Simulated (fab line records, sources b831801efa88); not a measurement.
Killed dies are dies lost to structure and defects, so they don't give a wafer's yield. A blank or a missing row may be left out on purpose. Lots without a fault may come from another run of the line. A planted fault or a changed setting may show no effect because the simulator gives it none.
fab line records | flow sky130
record lots=5 wafers=15 last_day=50
route steps=708 shown VT_ADJUST_LVTN@108 VT_ADJUST_NCORE@119 VT_ADJUST_HVTR@131 VT_ADJUST_PCH@143
lots that met no fault: from a run of the same line without faults
start_h: hours from the record's first day to the start of the lot's first wafer shown | wait_h: hours since the lot's step before | " the same as in the row above | L1.1+2: a row that stands for several wafers | - no value, or no start given | * or withheld: withheld | < > ~ a bound
route shown NAME@n: a module of which the file shows steps, and the number in the route of the first | usual: mean/standard deviation of fault-free wafers | same: alike in all rows | chamber/n: place in a boat | sites: the reading at each site | _std_site: their standard deviation | _edge_site: outer sites' mean less inner sites' | radius_mm: how far each site lies from the wafer's centre | mask NAME#n: copy n | behind: the tool/chamber that last shaped the wafer | hold: why the lot was held/for how many hours/how that ended | device: the transistor (n, p or np) that didn't switch | end of line: the same wafers' tests at the end of the route | a step without rows: its recipe alone | killed: dies lost to structure and defects at the first sort, not the wafer's yield | map: a wafer's dies, x killed, . not, _ none there
set.NAME: the setting as run; set.NAME@STEP: as run at that earlier step | model.NAME: the simulator's own value behind a step, which no gauge read
lots at some steps of the route; a table a step, a row a wafer
services: from which hour (start_h, from the record's first day; less than 0 if before it) a tool's chamber was out of use, for how many hours, and why
## steps
# step SKY_VT_ADJUST_LVTN_DEHYDRATE_11
# recipe temp_c=200 time_s=60
# usual heater_power_total_W=160.38/0.12
# columns lot.wafer tool chamber start_h wait_h heater_power_total_W
L081.1 litho_track-02 0 211.37 11.3 160.32
L081.2 " 0 " " 160.31
L081.3 " 0 " " 160.55
L082.1 litho_track-04 0 215.07 10.7 160.38
L082.3 " 0 " " 160.18
L082.5 " 0 " " 160.17
L087.1 litho_track-03 0 246.81 11.7 160.50
L087.3 " 0 " " 160.56
L087.6 " 0 " " 160.52
L088.1 litho_track-04 0 251.02 10.8 160.28
L088.3 " 0 " " 160.46
L088.5 " 0 " " 160.22
L092.1 litho_track-02 0 275.57 11.5 160.55
L092.2 " 0 " " 160.34
L092.3 " 0 " " 160.34
# step SKY_VT_ADJUST_LVTN_HMDS_12
# recipe prime_time_s=60 prime_temp_c=120
# columns lot.wafer tool chamber start_h wait_h
L081.1+2+3 litho_track-02 0 211.52 0.1
L082.1+3+5 litho_track-04 0 215.22 0.1
L087.1+3+6 litho_track-03 0 246.96 0.1
L088.1+3+5 litho_track-04 0 251.17 0.1
L092.1+2+3 litho_track-02 0 275.72 0.1
# step SKY_VT_ADJUST_LVTN_COAT_13
# recipe resist=NOVOLAK spin_rpm=3000 resist_thk_nm=1140
# columns lot.wafer tool chamber start_h wait_h
L081.1+2+3 litho_track-02 0 211.67 0.1
L082.1+3+5 litho_track-04 0 215.37 0.1
L087.1+3+6 litho_track-03 0 247.11 0.1
L088.1+3+5 litho_track-04 0 251.32 0.1
L092.1+2+3 litho_track-02 0 275.87 0.1
# step SKY_VT_ADJUST_LVTN_SOFTBAKE_14
# recipe temp_c=90 time_s=60 resist=NOVOLAK
# usual heater_power_total_W=56.59/0.042
# columns lot.wafer tool chamber start_h wait_h heater_power_total_W
L081.1 litho_track-02 0 211.82 0.1 56.59
L081.2 " 0 " " 56.62
L081.3 " 0 " " 56.62
L082.1 litho_track-04 0 215.52 0.1 56.60
L082.3 " 0 " " 56.66
L082.5 " 0 " " 56.60
L087.1 litho_track-03 0 247.26 0.1 56.62
L087.3 " 0 " " 56.53
L087.6 " 0 " " 56.57
L088.1 litho_track-04 0 251.47 0.1 56.54
L088.3 " 0 " " 56.72
L088.5 " 0 " " 56.61
L092.1 litho_track-02 0 276.02 0.1 56.63
L092.2 " 0 " " 56.61
L092.3 " 0 " " 56.57
# step SKY_VT_ADJUST_LVTN_EXPOSE_15
# recipe mask_id=HVN_STD_DERIVED na=0.6 source_shape=conventional sigma_outer=0.6 polarization=unpolarized target_cd_nm=600 dose_mj=163
# columns lot.wafer tool chamber start_h wait_h mask
L081.1+2+3 iline_stepper-01 0 - - HVN_STD_DERIVED#0
L082.1+3+5 iline_stepper-01 0 - - HVN_STD_DERIVED#0
L087.1+3+6 iline_stepper-02 0 - - HVN_STD_DERIVED#0
L088.1+3+5 iline_stepper-02 0 - - HVN_STD_DERIVED#0
L092.1+2+3 iline_stepper-02 0 - - HVN_STD_DERIVED#0
# step SKY_VT_ADJUST_LVTN_PEB_16
# recipe temp_c=withheld time_s=* resist=NOVOLAK
# columns lot.wafer tool chamber start_h wait_h
L081.1+2+3 litho_track-04 0 - -
L082.1+3+5 litho_track-04 0 - -
L087.1+3+6 litho_track-04 0 - -
L088.1+3+5 litho_track-02 0 - -
L092.1+2+3 litho_track-03 0 - -
# step SKY_VT_ADJUST_LVTN_DEVELOP_17
# recipe resist=NOVOLAK developer=TMAH develop_time_s=58.24 dev_temp_c=23
# columns lot.wafer tool chamber start_h wait_h
L081.1+2+3 litho_track-04 0 223.52 0.1
L082.1+3+5 litho_track-04 0 226.52 0.1
L087.1+3+6 litho_track-04 0 258.97 0.1
L088.1+3+5 litho_track-02 0 263.32 0.1
L092.1+2+3 litho_track-03 0 289.01 0.1
# step SKY_VT_ADJUST_LVTN_OVL_MEAS_18
# usual VT_ADJUST_LVTN_01_OVL=0.2/1.8
# columns lot.wafer tool chamber start_h wait_h VT_ADJUST_LVTN_01_OVL[nm]
L081.1 overlay-02 - 223.67 0.1 -0.7
L081.2 " - " " 0.4
L081.3 " - " " -1.1
L082.1 overlay-02 - 226.67 0.1 2.1
L082.3 " - " " 0.2
L082.5 " - " " 2.8
L087.1 overlay-02 - 259.12 0.1 -0.8
L087.3 " - " " -0.6
L087.6 " - " " -0.8
L088.1 overlay-02 - 263.47 0.1 0.2
L088.3 " - " " 1.5
L088.5 " - " " 0.1
L092.1 overlay-01 - 289.16 0.1 -1.0
L092.2 " - " " 0.3
L092.3 " - " " -0.9
# step SKY_VT_ADJUST_LVTN_IMPLANT_19
# recipe species=B energy_kev=30 dose_cm2=6.5e+11 tilt_deg=withheld
# columns lot.wafer tool chamber start_h wait_h
L081.1+2+3 implanter-01 0 223.70 0.0
L082.1+3+5 implanter-01 0 226.70 0.0
L087.1+3+6 implanter-02 0 259.15 0.0
L088.1+3+5 implanter-02 0 263.50 0.0
L092.1+2+3 implanter-01 0 289.19 0.0
# step SKY_VT_ADJUST_LVTN_STRIP_20
# recipe chemistry=O2/N2 power_w=1400 pressure_mtorr=1500 platen_temp_c=withheld o2_flow_sccm=3000 n2_flow_sccm=300 overash_fraction=0.5
# usual drypump_motor_current_A=5.77/0.25 oes_product_au=0.715/0.0046 strip_time_to_endpoint_s=14.18/0.046
# columns lot.wafer tool chamber start_h wait_h drypump_motor_current_A oes_product_au rf_hours_counter_h strip_time_to_endpoint_s
L081.1 plasma_asher-02 0 223.85 0.1 5.98 0.715 39 14.23
L081.2 " 1 " " 5.73 0.713 39 14.28
L081.3 " 1 " " 5.68 0.716 - 14.30
L082.1 plasma_asher-03 0 226.85 0.1 5.83 0.710 51 14.15
L082.3 " 0 " " 5.84 0.713 - 14.18
L082.5 " 0 " " 5.82 0.716 - 14.15
L087.1 plasma_asher-02 1 259.30 0.1 5.73 0.723 44 14.16
L087.3 " 0 " " 5.96 0.712 - 14.14
L087.6 " 0 " " 5.97 0.720 - 14.18
L088.1 plasma_asher-02 1 263.65 0.1 5.72 0.724 44 14.22
L088.3 " 1 " " 5.74 0.707 - 14.19
L088.5 " 0 " " 5.99 0.719 - 14.19
L092.1 plasma_asher-04 1 289.34 0.1 5.76 0.704 18 14.17
L092.2 " 0 " " 6.01 0.711 18 14.13
L092.3 " 0 " " 6.05 0.712 - 14.13
# step SKY_VT_ADJUST_LVTN_TW_MEAS_21
# usual VT_ADJUST_LVTN_2_TW=187.2/1.4
# columns lot.wafer tool chamber start_h wait_h VT_ADJUST_LVTN_2_TW
L081.1 film_metro-01 - 223.95 0.1 186.5
L081.2 " - " " 186.5
L081.3 " - " " 185.3
L082.1 film_metro-04 - 226.95 0.1 189.0
L082.3 " - " " 189.7
L082.5 " - " " 188.7
L087.1 film_metro-04 - 259.40 0.1 187.4
L087.3 " - " " 187.0
L087.6 " - " " 186.7
L088.1 film_metro-01 - 263.75 0.1 185.8
L088.3 " - " " 184.9
L088.5 " - " " 184.8
L092.1 film_metro-03 - 289.44 0.1 186.3
L092.2 " - " " 185.9
L092.3 " - " " 186.7
# step SKY_VT_ADJUST_NCORE_DEHYDRATE_00
# recipe temp_c=200 time_s=60
# usual heater_power_total_W=160.38/0.13
# columns lot.wafer tool chamber start_h wait_h heater_power_total_W
L081.1 litho_track-03 0 235.06 11.1 160.31
L081.2 " 0 " " 160.29
L081.3 " 0 " " 160.25
L082.1 litho_track-01 0 238.39 11.4 160.44
L082.3 " 0 " " 160.31
L082.5 " 0 " " 160.30
L087.1 litho_track-02 0 270.92 11.5 160.40
L087.3 " 0 " " 160.55
L087.6 " 0 " " 160.42
L088.1 litho_track-03 0 274.81 11.0 160.45
L088.3 " 0 " " 160.18
L088.5 " 0 " " 160.67
L092.1 litho_track-01 0 301.39 11.9 160.62
L092.2 " 0 " " 160.34
L092.3 " 0 " " 160.39
# step SKY_VT_ADJUST_NCORE_HMDS_01
# recipe prime_time_s=60 prime_temp_c=120
# columns lot.wafer tool chamber start_h wait_h
L081.1+2+3 litho_track-03 0 235.21 0.1
L082.1+3+5 litho_track-01 0 238.54 0.1
L087.1+3+6 litho_track-02 0 271.07 0.1
L088.1+3+5 litho_track-03 0 274.96 0.1
L092.1+2+3 litho_track-01 0 301.54 0.1
# step SKY_VT_ADJUST_NCORE_COAT_02
# recipe resist=NOVOLAK spin_rpm=3000 resist_thk_nm=1140
# columns lot.wafer tool chamber start_h wait_h
L081.1+2+3 litho_track-03 0 235.36 0.1
L082.1+3+5 litho_track-01 0 238.69 0.1
L087.1+3+6 litho_track-02 0 271.22 0.1
L088.1+3+5 litho_track-03 0 275.11 0.1
L092.1+2+3 litho_track-01 0 301.69 0.1
# step SKY_VT_ADJUST_NCORE_SOFTBAKE_03
# recipe temp_c=90 time_s=60 resist=NOVOLAK
# usual heater_power_total_W=56.59/0.046
# columns lot.wafer tool chamber start_h wait_h heater_power_total_W
L081.1 litho_track-03 0 235.51 0.1 56.56
L081.2 " 0 " " 56.58
L081.3 " 0 " " 56.59
L082.1 litho_track-01 0 238.84 0.1 56.64
L082.3 " 0 " " 56.62
L082.5 " 0 " " 56.61
L087.1 litho_track-02 0 271.37 0.1 56.54
L087.3 " 0 " " 56.59
L087.6 " 0 " " 56.73
L088.1 litho_track-03 0 275.26 0.1 56.60
L088.3 " 0 " " 56.47
L088.5 " 0 " " 56.56
L092.1 litho_track-01 0 301.84 0.1 56.66
L092.2 " 0 " " 56.65
L092.3 " 0 " " 56.58
# step SKY_VT_ADJUST_NCORE_EXPOSE_04
# recipe mask_id=LVTN_COMPLEMENT_THIN na=0.6 source_shape=conventional sigma_outer=0.6 polarization=unpolarized target_cd_nm=380 dose_mj=139
# columns lot.wafer tool chamber start_h wait_h mask
L081.1+2+3 iline_stepper-01 0 - - LVTN_COMPLEMENT_THIN#0
L082.1+3+5 iline_stepper-02 0 - - LVTN_COMPLEMENT_THIN#0
L087.1+3+6 iline_stepper-01 0 - - LVTN_COMPLEMENT_THIN#0
L088.1+3+5 iline_stepper-02 0 - - LVTN_COMPLEMENT_THIN#0
L092.1+2+3 iline_stepper-01 0 - - LVTN_COMPLEMENT_THIN#0
# step SKY_VT_ADJUST_NCORE_PEB_05
# recipe temp_c=withheld time_s=* resist=NOVOLAK
# columns lot.wafer tool chamber start_h wait_h
L081.1+2+3 litho_track-01 0 - -
L082.1+3+5 litho_track-02 0 - -
L087.1+3+6 litho_track-02 0 - -
L088.1+3+5 litho_track-02 0 - -
L092.1+2+3 litho_track-02 0 - -
# step SKY_VT_ADJUST_NCORE_DEVELOP_06
# recipe resist=NOVOLAK developer=TMAH develop_time_s=60 dev_temp_c=23
# columns lot.wafer tool chamber start_h wait_h
L081.1+2+3 litho_track-01 0 247.44 0.1
L082.1+3+5 litho_track-02 0 249.97 0.1
L087.1+3+6 litho_track-02 0 283.57 0.1
L088.1+3+5 litho_track-02 0 288.22 0.1
L092.1+2+3 litho_track-02 0 314.72 0.1
# step SKY_VT_ADJUST_NCORE_CD_MEAS_07
# recipe target_cd_nm=380
# usual cd_nm=379.8/2.9
# columns lot.wafer tool chamber start_h wait_h cd_nm
L081.1 cd_sem-01 - 247.59 0.1 376.5
L081.2 " - " " 375.5
L081.3 " - " " 376.4
L082.1 cd_sem-01 - 250.12 0.1 378.5
L082.3 " - " " 380.8
L082.5 " - " " 378.9
L087.1 cd_sem-01 - 283.72 0.1 377.8
L087.3 " - " " 379.3
L087.6 " - " " 376.5
L088.1 cd_sem-02 - 288.37 0.1 374.4
L088.3 " - " " 376.2
L088.5 " - " " 375.6
L092.1 cd_sem-02 - 314.87 0.1 380.5
L092.2 " - " " 380.5
L092.3 " - " " 380.3
# step SKY_VT_ADJUST_NCORE_OVL_MEAS_08
# usual VT_ADJUST_NCORE_OVL=0.7/1.5
# columns lot.wafer tool chamber start_h wait_h VT_ADJUST_NCORE_OVL[nm]
L081.1 overlay-02 - 247.71 0.1 -1.2
L081.2 " - " " -0.5
L081.3 " - " " -1.6
L082.1 overlay-02 - 250.24 0.1 0.4
L082.3 " - " " 1.7
L082.5 " - " " 1.0
L087.1 overlay-01 - 283.84 0.1 0.8
L087.3 " - " " 0.4
L087.6 " - " " -0.4
L088.1 overlay-02 - 288.49 0.1 1.2
L088.3 " - " " 1.5
L088.5 " - " " 1.2
L092.1 overlay-02 - 314.99 0.1 1.2
L092.2 " - " " -1.0
L092.3 " - " " -1.5
# step SKY_VT_ADJUST_NCORE_IMPLANT_09
# recipe species=B energy_kev=10 dose_cm2=2.4e+12 tilt_deg=withheld
# columns lot.wafer tool chamber start_h wait_h
L081.1+2+3 implanter-01 0 247.75 0.0
L082.1+3+5 implanter-01 0 250.27 0.0
L087.1+3+6 implanter-01 0 283.87 0.0
L088.1+3+5 implanter-03 0 288.52 0.0
L092.1+2+3 implanter-01 0 315.02 0.0
# step SKY_VT_ADJUST_NCORE_STRIP_10
# recipe chemistry=O2/N2 power_w=1400 pressure_mtorr=1500 platen_temp_c=withheld o2_flow_sccm=3000 n2_flow_sccm=300 overash_fraction=0.5
# usual drypump_motor_current_A=5.72/0.22 oes_product_au=0.716/0.0045 strip_time_to_endpoint_s=14.18/0.048
# columns lot.wafer tool chamber start_h wait_h drypump_motor_current_A oes_product_au rf_hours_counter_h strip_time_to_endpoint_s
L081.1 plasma_asher-04 1 247.90 0.1 5.75 0.718 13 14.20
L081.2 " 0 " " 6.06 0.720 13 14.24
L081.3 " 0 " " 6.03 0.711 - 14.25
L082.1 plasma_asher-01 1 250.42 0.1 5.79 0.724 57 14.22
L082.3 " 1 " " 5.77 0.719 - 14.17
L082.5 " 1 " " 5.75 0.711 - 14.14
L087.1 plasma_asher-01 1 284.02 0.1 5.73 0.716 61 14.12
L087.3 " 0 " " 5.58 0.727 - 14.12
L087.6 " 0 " " 5.56 0.715 - 14.11
L088.1 plasma_asher-04 1 288.67 0.1 5.75 0.709 18 14.21
L088.3 " 0 " " 6.08 0.718 - 14.26
L088.5 " 1 " " 5.78 0.714 - 14.27
L092.1 plasma_asher-04 1 315.17 0.1 5.75 0.713 21 14.12
L092.2 " 0 " " 6.05 0.720 21 14.08
L092.3 " 0 " " 6.08 0.715 - 14.13
# step SKY_VT_ADJUST_NCORE_TW_MEAS_11
# usual VT_ADJUST_NCORE_TW=220.6/2.6
# columns lot.wafer tool chamber start_h wait_h VT_ADJUST_NCORE_TW
L081.1 film_metro-03 - 248.00 0.1 218.1
L081.2 " - " " 216.8
L081.3 " - " " 217.9
L082.1 film_metro-02 - 250.52 0.1 225.8
L082.3 " - " " 223.7
L082.5 " - " " 224.1
L087.1 film_metro-04 - 284.12 0.1 220.9
L087.3 " - " " 220.1
L087.6 " - " " 220.0
L088.1 film_metro-03 - 288.77 0.1 217.0
L088.3 " - " " 217.4
L088.5 " - " " 217.7
L092.1 film_metro-04 - 315.27 0.1 219.8
L092.2 " - " " 219.4
L092.3 " - " " 218.0
# step SKY_VT_ADJUST_HVTR_DEHYDRATE_00
# recipe temp_c=200 time_s=60
# usual heater_power_total_W=160.36/0.13
# columns lot.wafer tool chamber start_h wait_h heater_power_total_W
L081.1 litho_track-01 0 258.99 11.0 160.53
L081.2 " 0 " " 160.52
L081.3 " 0 " " 160.19
L082.1 litho_track-04 0 261.87 11.3 160.16
L082.3 " 0 " " 160.20
L082.5 " 0 " " 160.19
L087.1 litho_track-01 0 296.49 12.4 160.58
L087.3 " 0 " " 160.49
L087.6 " 0 " " 160.55
L088.1 litho_track-01 0 300.79 12.0 160.49
L088.3 " 0 " " 160.25
L088.5 " 0 " " 160.29
L092.1 litho_track-04 0 327.72 12.4 160.09
L092.2 " 0 " " 160.42
L092.3 " 0 " " 160.46
# step SKY_VT_ADJUST_HVTR_HMDS_01
# recipe prime_time_s=60 prime_temp_c=120
# columns lot.wafer tool chamber start_h wait_h
L081.1+2+3 litho_track-01 0 259.14 0.1
L082.1+3+5 litho_track-04 0 262.02 0.1
L087.1+3+6 litho_track-01 0 296.64 0.1
L088.1+3+5 litho_track-01 0 300.94 0.1
L092.1+2+3 litho_track-04 0 327.87 0.1
# step SKY_VT_ADJUST_HVTR_COAT_02
# recipe resist=NOVOLAK spin_rpm=3000 resist_thk_nm=1140
# columns lot.wafer tool chamber start_h wait_h
L081.1+2+3 litho_track-01 0 259.29 0.1
L082.1+3+5 litho_track-04 0 262.17 0.1
L087.1+3+6 litho_track-01 0 296.79 0.1
L088.1+3+5 litho_track-01 0 301.09 0.1
L092.1+2+3 litho_track-04 0 328.02 0.1
# step SKY_VT_ADJUST_HVTR_SOFTBAKE_03
# recipe temp_c=90 time_s=60 resist=NOVOLAK
# usual heater_power_total_W=56.60/0.045
# columns lot.wafer tool chamber start_h wait_h heater_power_total_W
L081.1 litho_track-01 0 259.44 0.1 56.66
L081.2 " 0 " " 56.65
L081.3 " 0 " " 56.53
L082.1 litho_track-04 0 262.32 0.1 56.63
L082.3 " 0 " " 56.52
L082.5 " 0 " " 56.58
L087.1 litho_track-01 0 296.94 0.1 56.60
L087.3 " 0 " " 56.62
L087.6 " 0 " " 56.58
L088.1 litho_track-01 0 301.24 0.1 56.59
L088.3 " 0 " " 56.62
L088.5 " 0 " " 56.59
L092.1 litho_track-04 0 328.17 0.1 56.60
L092.2 " 0 " " 56.67
L092.3 " 0 " " 56.58
# step SKY_VT_ADJUST_HVTR_EXPOSE_04
# recipe mask_id=HVTRM target_cd_nm=380 na=0.6 source_shape=conventional sigma_outer=0.6 dose_mj=150
# columns lot.wafer tool chamber start_h wait_h mask
L081.1+2+3 iline_stepper-01 0 - - HVTRM#0
L082.1+3+5 iline_stepper-01 0 - - HVTRM#0
L087.1+3+6 iline_stepper-01 0 - - HVTRM#0
L088.1+3+5 iline_stepper-01 0 - - HVTRM#0
L092.1+2+3 iline_stepper-01 0 - - HVTRM#0
# step SKY_VT_ADJUST_HVTR_PEB_05
# recipe temp_c=withheld time_s=* resist=NOVOLAK
# columns lot.wafer tool chamber start_h wait_h
L081.1+2+3 litho_track-01 0 - -
L082.1+3+5 litho_track-01 0 - -
L087.1+3+6 litho_track-01 0 - -
L088.1+3+5 litho_track-01 0 - -
L092.1+2+3 litho_track-01 0 - -
# step SKY_VT_ADJUST_HVTR_DEVELOP_06
# recipe develop_time_s=60 dev_temp_c=23
# columns lot.wafer tool chamber start_h wait_h
L081.1+2+3 litho_track-01 0 271.24 0.1
L082.1+3+5 litho_track-01 0 274.39 0.1
L087.1+3+6 litho_track-01 0 309.99 0.1
L088.1+3+5 litho_track-01 0 314.39 0.1
L092.1+2+3 litho_track-01 0 341.89 0.1
# step SKY_VT_ADJUST_HVTR_CD_MEAS_07
# recipe target_cd_nm=380
# usual cd_nm=379.9/2.1
# columns lot.wafer tool chamber start_h wait_h cd_nm
L081.1 cd_sem-01 - 271.39 0.1 380.2
L081.2 " - " " 378.9
L081.3 " - " " 378.6
L082.1 cd_sem-02 - 274.54 0.1 382.1
L082.3 " - " " 381.1
L082.5 " - " " 382.3
L087.1 cd_sem-02 - 310.14 0.1 378.2
L087.3 " - " " 377.3
L087.6 " - " " 379.7
L088.1 cd_sem-02 - 314.54 0.1 378.6
L088.3 " - " " 382.7
L088.5 " - " " 381.2
L092.1 cd_sem-02 - 342.04 0.1 382.4
L092.2 " - " " 380.2
L092.3 " - " " 380.3
# step SKY_VT_ADJUST_HVTR_OVL_MEAS_08
# usual VT_ADJUST_HVTR_OVL=0.0/1.6
# columns lot.wafer tool chamber start_h wait_h VT_ADJUST_HVTR_OVL[nm]
L081.1 overlay-01 - 271.51 0.1 -0.6
L081.2 " - " " -0.4
L081.3 " - " " 0.2
L082.1 overlay-01 - 274.66 0.1 -2.4
L082.3 " - " " -2.8
L082.5 " - " " -2.3
L087.1 overlay-01 - 310.26 0.1 -0.5
L087.3 " - " " -1.6
L087.6 " - " " -1.1
L088.1 overlay-01 - 314.66 0.1 0.3
L088.3 " - " " 0.3
L088.5 " - " " 0.6
L092.1 overlay-02 - 342.16 0.1 -3.0
L092.2 " - " " -2.1
L092.3 " - " " -2.4
# step SKY_VT_ADJUST_HVTR_IMPLANT_09
# recipe species=B energy_kev=10 dose_cm2=2.1e+12 tilt_deg=withheld
# columns lot.wafer tool chamber start_h wait_h
L081.1+2+3 implanter-02 0 271.55 0.0
L082.1+3+5 implanter-03 0 274.70 0.0
L087.1+3+6 implanter-03 0 310.30 0.0
L088.1+3+5 implanter-04 0 314.70 0.0
L092.1+2+3 implanter-03 0 342.20 0.0
# step SKY_VT_ADJUST_HVTR_STRIP_10
# recipe chemistry=O2/N2 power_w=1400 pressure_mtorr=1500 platen_temp_c=withheld o2_flow_sccm=3000 n2_flow_sccm=300 overash_fraction=0.5
# usual drypump_motor_current_A=5.81/0.16 oes_product_au=0.716/0.0044 strip_time_to_endpoint_s=14.17/0.036
# columns lot.wafer tool chamber start_h wait_h drypump_motor_current_A oes_product_au rf_hours_counter_h strip_time_to_endpoint_s
L081.1 plasma_asher-02 1 271.70 0.1 5.70 0.710 46 14.17
L081.2 " 0 " " 5.98 0.717 46 14.17
L081.3 " 1 " " 5.71 0.709 - 14.14
L082.1 plasma_asher-02 1 274.85 0.1 5.77 0.711 46 14.09
L082.3 " 0 " " 5.96 0.713 - 14.11
L082.5 " 1 " " 5.75 0.720 - 14.11
L087.1 plasma_asher-04 0 310.45 0.1 6.10 0.715 20 14.13
L087.3 " 0 " " 6.07 0.720 - 14.14
L087.6 " 0 " " 6.07 0.719 - 14.15
L088.1 plasma_asher-01 1 314.85 0.1 5.72 0.722 63 14.18
L088.3 " 0 " " 5.57 0.709 - 14.18
L088.5 " 1 " " 5.70 0.718 - 14.15
L092.1 plasma_asher-04 1 342.35 0.1 5.76 0.712 23 14.23
L092.2 " 0 " " 6.03 0.712 23 14.23
L092.3 " 1 " " 5.75 0.713 - 14.20
# step SKY_VT_ADJUST_HVTR_TW_MEAS_11
# usual VT_ADJUST_HVTR_TW=212/3
# columns lot.wafer tool chamber start_h wait_h VT_ADJUST_HVTR_TW
L081.1 film_metro-03 - 271.80 0.1 209
L081.2 " - " " 209
L081.3 " - " " 209
L082.1 film_metro-02 - 274.95 0.1 214
L082.3 " - " " 214
L082.5 " - " " 215
L087.1 film_metro-02 - 310.55 0.1 215
L087.3 " - " " 214
L087.6 " - " " 214
L088.1 film_metro-02 - 314.95 0.1 215
L088.3 " - " " 216
L088.5 " - " " 215
L092.1 film_metro-01 - 342.45 0.1 209
L092.2 " - " " 209
L092.3 " - " " 209
# step SKY_VT_ADJUST_PCH_DEHYDRATE_00
# recipe temp_c=200 time_s=60
# usual heater_power_total_W=160.37/0.13
# columns lot.wafer tool chamber start_h wait_h heater_power_total_W
L081.1 litho_track-01 0 283.69 11.9 160.60
L081.2 " 0 " " 160.35
L081.3 " 0 " " 160.32
L082.1 litho_track-04 0 287.22 12.3 160.46
L082.3 " 0 " " 160.18
L082.5 " 0 " " 160.42
L087.1 litho_track-04 0 323.82 13.3 160.54
L087.3 " 0 " " 160.38
L087.6 " 0 " " 160.17
L088.1 litho_track-01 0 327.64 12.7 160.35
L088.3 " 0 " " 160.44
L088.5 " 0 " " 160.42
L092.1 litho_track-01 0 354.19 11.7 160.38
L092.2 " 0 " " 160.64
L092.3 " 0 " " 160.20
# step SKY_VT_ADJUST_PCH_HMDS_01
# recipe prime_time_s=60 prime_temp_c=120
# columns lot.wafer tool chamber start_h wait_h
L081.1+2+3 litho_track-01 0 283.84 0.1
L082.1+3+5 litho_track-04 0 287.37 0.1
L087.1+3+6 litho_track-04 0 323.97 0.1
L088.1+3+5 litho_track-01 0 327.79 0.1
L092.1+2+3 litho_track-01 0 354.34 0.1
# step SKY_VT_ADJUST_PCH_COAT_02
# recipe spin_rpm=2000 resist_thk_nm=3000
# columns lot.wafer tool chamber start_h wait_h
L081.1+2+3 litho_track-01 0 283.99 0.1
L082.1+3+5 litho_track-04 0 287.52 0.1
L087.1+3+6 litho_track-04 0 324.12 0.1
L088.1+3+5 litho_track-01 0 327.94 0.1
L092.1+2+3 litho_track-01 0 354.49 0.1
# step SKY_VT_ADJUST_PCH_SOFTBAKE_03
# recipe temp_c=110 time_s=withheld
# usual heater_power_total_W=65.34/0.13
# columns lot.wafer tool chamber start_h wait_h heater_power_total_W
L081.1 litho_track-01 0 284.14 0.1 65.43
L081.2 " 0 " " 65.33
L081.3 " 0 " " 65.20
L082.1 litho_track-04 0 287.67 0.1 65.42
L082.3 " 0 " " 65.40
L082.5 " 0 " " 65.13
L087.1 litho_track-04 0 324.27 0.1 65.45
L087.3 " 0 " " 65.40
L087.6 " 0 " " 65.46
L088.1 litho_track-01 0 328.09 0.1 65.45
L088.3 " 0 " " 65.34
L088.5 " 0 " " 65.11
L092.1 litho_track-01 0 354.64 0.1 65.42
L092.2 " 0 " " 65.27
L092.3 " 0 " " 65.42
# step SKY_VT_ADJUST_PCH_EXPOSE_04
# recipe mask_id=NWM na=0.6 source_shape=conventional sigma_outer=0.6 polarization=unpolarized target_cd_nm=840 dose_mj=255
# columns lot.wafer tool chamber start_h wait_h mask
L081.1+2+3 iline_stepper-02 0 - - NWM#0
L082.1+3+5 iline_stepper-02 0 - - NWM#0
L087.1+3+6 iline_stepper-02 0 - - NWM#0
L088.1+3+5 iline_stepper-01 0 - - NWM#0
L092.1+2+3 iline_stepper-01 0 - - NWM#0
# step SKY_VT_ADJUST_PCH_PEB_05
# recipe temp_c=115 time_s=withheld
# usual heater_power_total_W=69.33/0.13
# columns lot.wafer tool chamber start_h wait_h heater_power_total_W
L081.1 litho_track-04 0 - - 69.44
L081.2 " 0 " " 69.38
L081.3 " 0 " " 69.24
L082.1 litho_track-04 0 - - 69.48
L082.3 " 0 " " 69.28
L082.5 " 0 " " 69.12
L087.1 litho_track-03 0 - - 69.26
L087.3 " 0 " " 69.49
L087.6 " 0 " " 69.17
L088.1 litho_track-03 0 - - 69.27
L088.3 " 0 " " 69.31
L088.5 " 0 " " 69.48
L092.1 litho_track-04 0 - - 69.45
L092.2 " 0 " " 69.30
L092.3 " 0 " " 69.41
# step SKY_VT_ADJUST_PCH_DEVELOP_06
# recipe wall_angle_deg=90 developer=TMAH develop_time_s=60 dev_temp_c=23
# columns lot.wafer tool chamber start_h wait_h
L081.1+2+3 litho_track-04 0 - -
L082.1+3+5 litho_track-04 0 - -
L087.1+3+6 litho_track-03 0 - -
L088.1+3+5 litho_track-03 0 - -
L092.1+2+3 litho_track-04 0 - -
# step SKY_VT_ADJUST_PCH_OVL_MEAS_07
# usual VT_ADJUST_PCH_OVL=0.8/1.5
# columns lot.wafer tool chamber start_h wait_h VT_ADJUST_PCH_OVL[nm]
L081.1 overlay-01 - 296.92 - 1.1
L081.2 " - " " 0.7
L081.3 " - " " -1.0
L082.1 overlay-02 - 299.97 - 3.1
L082.3 " - " " 3.9
L082.5 " - " " 2.8
L087.1 overlay-01 - 337.91 - 1.1
L087.3 " - " " 1.0
L087.6 " - " " 1.5
L088.1 overlay-01 - 341.91 - 1.0
L088.3 " - " " -1.3
L088.5 " - " " 0.1
L092.1 overlay-01 - 367.42 - -2.0
L092.2 " - " " -1.1
L092.3 " - " " -1.8
# step SKY_VT_ADJUST_PCH_IMPLANT_08
# recipe species=B energy_kev=10 dose_cm2=5e+11 tilt_deg=withheld
# columns lot.wafer tool chamber start_h wait_h
L081.1+2+3 implanter-02 0 296.95 0.0
L082.1+3+5 implanter-02 0 300.00 0.0
L087.1+3+6 implanter-01 0 337.94 0.0
L088.1+3+5 implanter-01 0 341.94 0.0
L092.1+2+3 implanter-01 0 367.45 0.0
## services
# columns tool chamber start_h hours kind
implanter-01 - 202.02 1.9 repair
iline_stepper-02 - 202.26 4.4 pm
implanter-01 - 202.43 1.0 repair
implanter-03 - 206.58 1.4 repair
plasma_asher-01 - 234.57 3.1 repair
plasma_asher-03 - 235.27 34.7 repair
implanter-01 - 259.31 0.5 repair
iline_stepper-01 - 274.31 18.7 repair
implanter-01 - 294.93 3.2 repair
implanter-04 - 300.67 4.1 pm
iline_stepper-02 - 303.85 1.7 pm
implanter-02 - 305.00 3.7 pm
implanter-01 - 312.16 1.6 repair
iline_stepper-01 - 334.18 10.3 repair
iline_stepper-02 - 334.81 7.8 repair
implanter-02 - 362.09 16.7 pm
## key
fault none
